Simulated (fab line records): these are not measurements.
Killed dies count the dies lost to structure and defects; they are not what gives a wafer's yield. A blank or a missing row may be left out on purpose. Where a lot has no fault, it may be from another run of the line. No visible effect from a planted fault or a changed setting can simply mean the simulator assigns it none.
Matching of chambers	flow sky130	SKY_VIA2_CMP_02 on cmp-02: 4 sister chambers
The step polishes SiO2. 4 wafers are shown with their chamber, then 10 later ones without.

## EACH WAFER AND ITS CHAMBER
wafer	chamber	motor current A (A)
L080.4	1	12.7
L083.3	2	13.7
L085.1	3	11.3
L085.2	0	10.7

## WAFERS MISSING THEIR CHAMBER
wafer	motor current A (A)
L085.6	12.9
L086.1	13.2
L086.3	10.9
L086.5	13.9
L088.1	11.6
L088.2	13.5
L088.3	13.2
L096.3	10.8
L096.4	13.8
L096.5	13.4

## THE CHAMBER EACH PASSED THROUGH
wafer	from the rows above	in truth
L085.6	1	1
L086.1	can't be placed: 1 or 2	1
L086.3	can't be placed: 0 or 3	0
L086.5	2	2
L088.1	3	3
L088.2	2	2
L088.3	can't be placed: 1 or 2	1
L096.3	can't be placed: 0 or 3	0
L096.4	2	2
L096.5	can't be placed: 2 or 1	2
Correct placement for 5 of the 10. From these rows, 5 cannot be placed; in 5 the true chamber is one of the candidates. Wrongly placed: 0.
How it was worked out, from the rows above alone: a wafer's distance from a chamber is the root of the sum, over the readings, of the square of ((its reading less the chamber's mean) divided by the reading's scatter). The wafer belongs to the nearest chamber; if the next one is less than 2 further off, it can't be placed. A chamber's mean is the mean of its shown wafers. The scatter (one wafer shown for each chamber): square how far every hidden wafer sits from the nearest shown wafer, average those squares and take the square root.
